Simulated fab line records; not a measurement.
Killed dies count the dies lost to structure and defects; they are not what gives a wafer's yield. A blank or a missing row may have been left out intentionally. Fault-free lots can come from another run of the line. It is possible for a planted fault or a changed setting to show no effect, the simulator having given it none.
Struck lot and sound lot, side by side -- flow sky130 -- 17 steps out of a route of 708
Sound: wafers L711.2, L711.3, L711.5. Wafers struck: L709.3, L709.4, L709.5. Last of all comes the cause.
For every step that has rows: the tool of each side, followed by ch and its chambers, followed by its first start. Under that, the readings that differ: sound wafers -- struck wafers -- difference of the means -- sigmas: that difference in standard deviations of wafers without a fault.
alike: readings with means less than 2 such deviations apart, plus words and numbers identical on both sides. not compared: withheld readings, readings lacking a value on some wafer, bounds such as >300 that could conceal the same value, and numbers that have no deviation in the record and whose values overlap.
A row with sigmas, a row that says differs or no value, or rows on one side alone: a step with any of these is where the two part. Numbers that have no deviation but don't overlap get no sigmas and don't part them. A reading that every wafer of one side lacks parts them only if that side has two wafers or more.

SKY_VT_ADJUST_HVTP_OVL_MEAS_08:
  sound: overlay-02 at day 11 12:07; struck: overlay-01 at day 11 02:22
  alike: VT_ADJUST_HVTP_OVL
then, 1 step without rows for these wafers: SKY_VT_ADJUST_HVTP_IMPLANT_09.
SKY_VT_ADJUST_HVTP_STRIP_10: strips in O2/N2.
  sound on plasma asher-04 ch 0,1, day 11 12:18; struck on plasma asher-02 ch 0,1, day 11 02:35
  alike: drypump motor current A, oes product au, strip time to endpoint s
  not compared: rf hours counter h
SKY_VT_ADJUST_HVTP_TW_MEAS_11:
  sound: film metro-03 at day 11 12:25; struck: film metro-04 at day 11 02:40
  alike: VT_ADJUST_HVTP_TW
then, 7 steps without rows for these wafers: SKY_VT_ADJUST_LVTN_DEHYDRATE_00 (time 60 s); SKY_VT_ADJUST_LVTN_HMDS_01 (prime time 60 s); SKY_VT_ADJUST_LVTN_COAT_02 (resist thk 3000 nm); SKY_VT_ADJUST_LVTN_SOFTBAKE_03; SKY_VT_ADJUST_LVTN_EXPOSE_04 (exposes mask NWM COMPLEMENT LESS NATIVE, target cd 840 nm); SKY_VT_ADJUST_LVTN_PEB_05; SKY_VT_ADJUST_LVTN_DEVELOP_06 (develop time 60 s).
SKY_VT_ADJUST_LVTN_OVL_MEAS_07:
  sound: overlay-02 at day 12 12:57; struck: overlay-02 at day 12 02:17
  alike: VT_ADJUST_LVTN_OVL
SKY_VT_ADJUST_LVTN_IMPLANT_08:
  sound on implanter-01 ch 0, day 12 13:00; struck on implanter-03 ch 0, day 12 02:22
reading,sound,struck,difference,sigmas
dose ions cm2,1.5677e+12 1.5693e+12 1.5694e+12,2.0321e+12 2.0343e+12 2.0302e+12,+4.6340e+11,+99 or more
faraday current uA,8.47 8.61 8.94,11.02 11.78 11.64,+2.81,+18
SKY_VT_ADJUST_LVTN_STRIP_09: strips in O2/N2.
  sound on plasma asher-03 ch 0,1, day 12 13:08; struck on plasma asher-04 ch 0,1, day 12 02:30
reading,sound,struck,difference,sigmas
strip time to endpoint s (s),36.87 36.77 36.89,37.12 37.21 37.22,+0.34,+2
  alike: drypump motor current A, oes product au
  not compared: rf hours counter h
SKY_VT_ADJUST_LVTN_TW_MEAS_10:
  sound: film metro-01 at day 12 13:14; struck: film metro-03 at day 12 02:35
reading,sound,struck,difference,sigmas
VT_ADJUST_LVTN_TW,247 248 248,261 262 260,+13,+3
then, 1 step without rows for these wafers: SKY_VT_ADJUST_LVTN_DEHYDRATE_11 (time 60 s).
-- a jump in the record: the struck wafers' starts before and after are 38 days apart (it breaks off in module VT_ADJUST_LVTN and resumes in module PAD_OPEN, where the first step shown is number 708 of the route) --
SKY_PAD_OPEN_PROBE_99:
  sound: prober-02 at day 50 11:13; struck: prober-02 at day 50 08:13
reading,sound,struck,difference,sigmas
model.etest.nfet_01v8_lvt.vt sat v (V),0.5328 0.5383 0.5468,0.5592 0.5565 0.5691,+0.0223,
model.etest.nfet_01v8_lvt.vt long v (V),0.4446 0.4458 0.4476,0.4604 0.4507 0.4565,+0.0099,
model.etest.nfet_01v8_lvt.body rise v (V),0.1467 0.1493 0.1498,0.1562 0.1563 0.1539,+0.0069,
  alike: killed_at_M0_to_M3, killed_at_M4_up, killed at contacts, killed at front end, killed at other, killed dies, killed open, killed short

## WHERE THEY PART
At SKY_VT_ADJUST_LVTN_IMPLANT_08 first; at SKY_VT_ADJUST_LVTN_TW_MEAS_10 last (within this record only). Later steps at which nothing parts them and some readings are alike: SKY_PAD_OPEN_PROBE_99.

WHY: whatever the simulator had introduced
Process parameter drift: implanter-03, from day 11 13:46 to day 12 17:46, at SKY_VT_ADJUST_LVTN_IMPLANT_08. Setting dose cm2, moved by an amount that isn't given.
